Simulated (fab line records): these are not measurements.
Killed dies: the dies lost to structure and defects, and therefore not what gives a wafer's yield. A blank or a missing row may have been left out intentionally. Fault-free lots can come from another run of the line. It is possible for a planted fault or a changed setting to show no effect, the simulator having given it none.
Struck lot and sound lot, side by side + flow sky130 + 32 out of 708 route steps
Sound: these wafers, L868.4, L868.5, L868.6. Struck: wafer L876.5; the same lot's L876.2 was not struck, so it is left out; see the end for the cause.
For every step that has rows: the tool of each side, followed by ch and its chambers, followed by its first start. Under that, the readings that differ: sound wafers + struck wafers + difference of the means + sigmas: that difference in standard deviations of wafers without a fault.
alike: words and numbers the same on both sides, and readings whose means are apart by under 2 such deviations; not compared: readings that were withheld, readings missing a value for some wafer, numbers with overlapping values and no deviation given by the record, and bounds like >300 which may hide the same value.
Wherever a step has rows on one side only, a row that says differs or no value, or a row with sigmas, the two part there. Non-overlapping numbers with no deviation appear without sigmas and do not part them. A reading that every wafer of one side lacks parts them only if that side has two wafers or more.

SKY_PWDE_OVL_MEAS_07:
  struck on overlay-02, day 7 22:58; sound on overlay-01, day 5 23:56
  alike: PWDE_OVL
then, 1 step without rows for these wafers: SKY_PWDE_IMPLANT_08.
SKY_PWDE_STRIP_09: strips in O2/N2.
  sound on plasma-asher-01 ch 0,1, day 6 00:08; struck on plasma-asher-01 ch 1, day 7 23:09
  alike: drypump-motor-current-A, oes-product-au, strip-time-to-endpoint-s
  not compared: rf-hours-counter-h
SKY_PWDE_TW_MEAS_10:
  struck on film-metro-01, day 7 23:16; sound on film-metro-02, day 6 00:14
  alike: PWDE_TW
then, 7 steps without rows for these wafers: SKY_NWELL_DEHYDRATE_03 (time 60 s); SKY_NWELL_HMDS_04 (prime time 60 s); SKY_NWELL_COAT_05 (resist thk 3000 nm); SKY_NWELL_SOFTBAKE_06; SKY_NWELL_EXPOSE_07 (exposes mask NWM, target cd 840 nm); SKY_NWELL_PEB_08; SKY_NWELL_DEVELOP_09 (develop time 60 s).
SKY_NWELL_OVL_MEAS_10:
  struck on overlay-01, day 8 19:06; sound on overlay-02, day 6 19:39
  alike: NWELL_00_OVL
SKY_NWELL_IMPLANT_11:
  sound on implanter-04 ch 0, day 6 19:44; struck on implanter-02 ch 0, day 8 19:10
  alike: beam-on-s
then, 2 steps without rows for these wafers: SKY_NWELL_IMPLANT_12; SKY_NWELL_IMPLANT_13.
SKY_NWELL_STRIP_14: strips in O2/N2.
  sound on plasma-asher-04 ch 0,1, day 6 20:09; struck on plasma-asher-02 ch 1, day 8 19:35
  alike: drypump-motor-current-A, oes-product-au, strip-time-to-endpoint-s
  not compared: rf-hours-counter-h
SKY_NWELL_TW_MEAS_15:
  struck on film-metro-03, day 8 19:41; sound on film-metro-02, day 6 20:15
| reading  | sound          | struck | difference | sigmas |
|----------|----------------|--------|------------|--------|
| NWELL_TW | 1812 1827 1824 | 1672   | -149       | -12    |
then, 7 steps without rows for these wafers: SKY_NWELL_DEHYDRATE_16 (time 60 s); SKY_NWELL_HMDS_17 (prime time 60 s); SKY_NWELL_COAT_18 (resist thk 3000 nm); SKY_NWELL_SOFTBAKE_19; SKY_NWELL_EXPOSE_20 (exposes mask NWM COMPLEMENT, target cd 840 nm); SKY_NWELL_PEB_21; SKY_NWELL_DEVELOP_22 (develop time 60 s).
SKY_NWELL_OVL_MEAS_23:
  struck on overlay-01, day 9 16:15; sound on overlay-02, day 7 15:37
| reading           | sound       | struck | difference | sigmas |
|-------------------|-------------|--------|------------|--------|
| NWELL_01_OVL (nm) | 2.4 3.4 3.3 | 0.0    | -3.0       | -2     |
then, 1 step without rows for these wafers: SKY_NWELL_IMPLANT_24.
SKY_NWELL_STRIP_25: strips in O2/N2.
  sound on plasma-asher-04 ch 0,1, day 7 15:49; struck on plasma-asher-01 ch 1, day 9 16:26
  alike: drypump-motor-current-A, oes-product-au, strip-time-to-endpoint-s
  not compared: rf-hours-counter-h
SKY_NWELL_TW_MEAS_26:
  struck on film-metro-03, day 9 16:32; sound on film-metro-03, day 7 15:55
  alike: NWELL_2_TW
then, 1 step without rows for these wafers: SKY_NWELL_CLEAN_27 (cleans in SC1/SC2, time 150 s).
SKY_NWELL_RTA_28: time 30 s.
  sound on rtp-anneal-02 ch 0, day 7 16:03; struck on rtp-anneal-01 ch 0, day 9 16:40
| reading          | sound                | struck | difference | sigmas |
|------------------|----------------------|--------|------------|--------|
| wafer_temp_C_max | 1054.6 1053.4 1054.8 | 1057.7 | +3.4       | +3     |
  alike: lamp-power-pct
SKY_NWELL_RS_MEAS_29: measures by four-point-probe.
  struck on film-metro-02, day 9 16:46; sound on film-metro-02, day 7 16:10
| reading           | sound             | struck | difference | sigmas |
|-------------------|-------------------|--------|------------|--------|
| NWELL_RS (ohm/sq) | 623.7 622.4 623.6 | 732.7  | +109.5     | +73    |
-- the record jumps here: 40 days lie between the struck wafers' starts before and after (it left off in module NWELL and takes up again in module PAD_OPEN, whose first step shown is number 708 of the route) --
SKY_PAD_OPEN_PROBE_99:
  struck on prober-01, day 49 21:59; sound on prober-01, day 48 04:22
| reading                                         | sound                         | struck    | difference | sigmas |
|-------------------------------------------------|-------------------------------|-----------|------------|--------|
| model.etest.nfet_16v.r-on-ohm-um                | 1.459e+04 1.434e+04 1.443e+04 | 1.622e+04 | +1.767e+03 |        |
| model.etest.pfet_16v.r-on-ohm-um                | 1.547e+04 1.533e+04 1.536e+04 | 1.44e+04  | -9.87e+02  |        |
| model.etest.res-nwell.line-ohm-um               | 1084 1100 1100                | 1615      | +520       |        |
| model.etest.res-nwell.rs-ohm-sq-range           | 19.49 17.47 23.39             | 355.7     | +335.6     |        |
| model.etest.res-nwell.rs-ohm-sq                 | 923.6 927.2 925               | 1281      | +356       |        |
| model.etest.res-nwell.rs-ohm-sq-rim-less-centre | 11.39 5.438 -2.606            | -161.9    | -166.6     |        |
| model.etest.tip_p_5v.rs-ohm-sq                  | 2842 2878 2863                | 2726      | -135       |        |
| model.etest.res-nwell.width-nm (nm)             | 848.6 836.9 838.9             | 788.6     | -52.9      |        |
  alike: killed_at_M0_to_M3, killed_at_M4_up, killed-at-contacts, killed-at-front-end, killed-at-other, killed-dies, killed-open, killed-short

## WHERE THEY PART
Last at SKY_NWELL_RS_MEAS_29 as far as this record goes, first at SKY_NWELL_TW_MEAS_15. Later steps at which nothing parts them and some readings are alike: SKY_PAD_OPEN_PROBE_99.

WHY: whatever the simulator had introduced
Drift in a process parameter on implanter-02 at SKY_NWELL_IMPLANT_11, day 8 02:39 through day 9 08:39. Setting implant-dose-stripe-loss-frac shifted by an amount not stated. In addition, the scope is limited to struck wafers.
